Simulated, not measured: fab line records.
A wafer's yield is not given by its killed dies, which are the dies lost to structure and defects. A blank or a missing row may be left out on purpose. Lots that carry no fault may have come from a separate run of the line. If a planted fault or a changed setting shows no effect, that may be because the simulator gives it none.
Shared-tool check ; flow gf180mcu ; 39 wafers sampled across 13 lots

## REASON IT WAS OPENED
Of 13 lots, 1 have the reading PSD_TW flagged at GF_PSD_TW_MEAS_11. Wafers without a fault read 3186, standard deviation 23.
Rule: flag the lot when none of its wafers has a number, or when each of its wafers that has one lies beyond 4 standard deviations from that mean. The rest of the lots are taken to be sound.

lot;measured;on;PSD_TW, wafer by wafer;flag
L916;day 14 17:08;film_metro-02;3157 3157 3165;
L917;day 15 03:05;film_metro-02;3164 3167 3171;
L918;day 15 13:11;film_metro-02;3160 3171 3168;
L919;day 15 19:05;film_metro-01;3216 3214 3237;
L920;day 16 06:31;film_metro-04;3143 3144 3127;
L921;day 16 10:29;film_metro-01;3189 3211 3201;
L922;day 16 19:19;film_metro-01;3194 3198 3205;
L925;day 17 19:43;film_metro-04;3168 3164 3162;
L927;day 18 14:34;film_metro-02;3160 3172 3182;
L930;day 19 18:38;film_metro-01;3222 3224 3185;
L931;day 19 22:00;film_metro-01;30 30 30;FLAGGED
L937;day 22 02:34;film_metro-01;3181 3190 3184;
L938;day 22 09:02;film_metro-01;3201 3181 3217;
On average the flagged lots read 30, which is -3156 against the usual, or -99 or more standard deviations.

## WHICH TOOL EACH LOT WENT THROUGH
The record holds 3 process steps before the reading, out of a route of 602 steps. In each cell: the tool, then ch and the chambers that the sampled wafers went through, then the start.
lot;flag;GF_HV_LDD_RTA_52;GF_NSD_STRIP_11;GF_PSD_STRIP_10
L916;;rtp_anneal-01 ch 0, day 12 20:47;plasma_asher-04 ch 0,1, day 13 19:59;plasma_asher-02 ch 0, day 14 17:01
L917;;rtp_anneal-02 ch 0, day 13 05:35;plasma_asher-04 ch 0,1, day 14 05:26;plasma_asher-03 ch 0,1, day 15 02:58
L918;;rtp_anneal-02 ch 0, day 13 15:24;plasma_asher-03 ch 0,1, day 14 15:13;plasma_asher-03 ch 0,1, day 15 13:06
L919;;rtp_anneal-02 ch 0, day 13 20:41;plasma_asher-03 ch 0,1, day 14 20:53;plasma_asher-04 ch 0,1, day 15 18:58
L920;;rtp_anneal-02 ch 0, day 14 07:56;plasma_asher-04 ch 1, day 15 07:59;plasma_asher-03 ch 1, day 16 06:25
L921;;rtp_anneal-02 ch 0, day 14 11:20;plasma_asher-03 ch 0,1, day 15 12:16;plasma_asher-03 ch 1, day 16 10:22
L922;;rtp_anneal-02 ch 0, day 14 20:08;plasma_asher-03 ch 1, day 15 21:25;plasma_asher-03 ch 0,1, day 16 19:13
L925;;rtp_anneal-02 ch 0, day 15 19:53;plasma_asher-03 ch 0,1, day 16 21:05;plasma_asher-04 ch 0,1, day 17 19:37
L927;;rtp_anneal-02 ch 0, day 16 13:54;plasma_asher-04 ch 0,1, day 17 14:59;plasma_asher-04 ch 0,1, day 18 14:28
L930;;rtp_anneal-01 ch 0, day 17 13:26;plasma_asher-04 ch 0,1, day 18 18:07;plasma_asher-04 ch 0,1, day 19 18:31
L931;FLAGGED;rtp_anneal-02 ch 0, day 17 19:29;plasma_asher-04 ch 0,1, day 18 21:37;plasma_asher-03 ch 0,1, day 19 21:55
L937;;rtp_anneal-02 ch 0, day 19 22:50;plasma_asher-03 ch 0,1, day 21 02:58;plasma_asher-02 ch 0,1, day 22 02:28
L938;;rtp_anneal-01 ch 0, day 20 05:57;plasma_asher-01 ch 0,1, day 21 09:18;plasma_asher-02 ch 0,1, day 22 08:57
What these steps do:
- GF_HV_LDD_RTA_52: time 10 s.
- GF_NSD_STRIP_11: strips in O2/N2.
- GF_PSD_STRIP_10: strips in O2/N2.
- GF_PSD_TW_MEAS_11

## FLAGGED OVER TOTAL, TOOL BY TOOL (the gauges that took the reading come last)
step;tool;lots run;flagged;share of the flagged lots;sound lots run after its first flagged lot
GF_HV_LDD_RTA_52;rtp_anneal-01;3;0;none;-
GF_HV_LDD_RTA_52;rtp_anneal-02;10;1;all;1 (L937)
GF_NSD_STRIP_11;plasma_asher-01;1;0;none;-
GF_NSD_STRIP_11;plasma_asher-03;6;0;none;-
GF_NSD_STRIP_11;plasma_asher-04;6;1;all;0
GF_PSD_STRIP_10;plasma_asher-02;3;0;none;-
GF_PSD_STRIP_10;plasma_asher-03;6;1;all;0
GF_PSD_STRIP_10;plasma_asher-04;4;0;none;-
GF_PSD_TW_MEAS_11;film_metro-01;7;1;all;2 (L937,L938)
GF_PSD_TW_MEAS_11;film_metro-02;4;0;none;-
GF_PSD_TW_MEAS_11;film_metro-04;2;0;none;-

## WHAT THE TABLE PERMITS
4 rows of the table ran every flagged lot: rtp_anneal-02 at GF_HV_LDD_RTA_52, plasma_asher-04 at GF_NSD_STRIP_11, plasma_asher-03 at GF_PSD_STRIP_10, film_metro-01 at GF_PSD_TW_MEAS_11.
- rtp_anneal-02 at GF_HV_LDD_RTA_52: 1 of its 10 lots flagged. After the first flagged lot (L937), sound lots still ran on it; a lasting fault on the whole tool would not permit that.
- plasma_asher-04 at GF_NSD_STRIP_11: 1 of its 6 lots flagged. It ran its last sound lot, L930, at day 18 18:07 and its first flagged lot, L931, at day 18 21:37: a fault with its onset between the two fits. On the flagged lots its readings are blank where sound lots have values: strip_time_to_endpoint_s.
- plasma_asher-03 at GF_PSD_STRIP_10: 1 of its 6 lots flagged. It ran its last sound lot, L922, at day 16 19:13 and its first flagged lot, L931, at day 19 21:55: a fault with its onset between the two fits. Its own readings lie more than 4 standard deviations out on every wafer of the flagged lots: oes_product_au, strip_time_to_endpoint_s.
- film_metro-01 at GF_PSD_TW_MEAS_11: 1 of its 7 lots flagged. After the first flagged lot (L937, L938), sound lots still ran on it; a lasting fault on the whole tool would not permit that.
These 2 tools cannot be told apart by counting lots, since each of them fits a fault that started at some hour. More lots, or a look at what each step does to the wafer, might.

## WHAT THE SIMULATOR HAD PUT IN
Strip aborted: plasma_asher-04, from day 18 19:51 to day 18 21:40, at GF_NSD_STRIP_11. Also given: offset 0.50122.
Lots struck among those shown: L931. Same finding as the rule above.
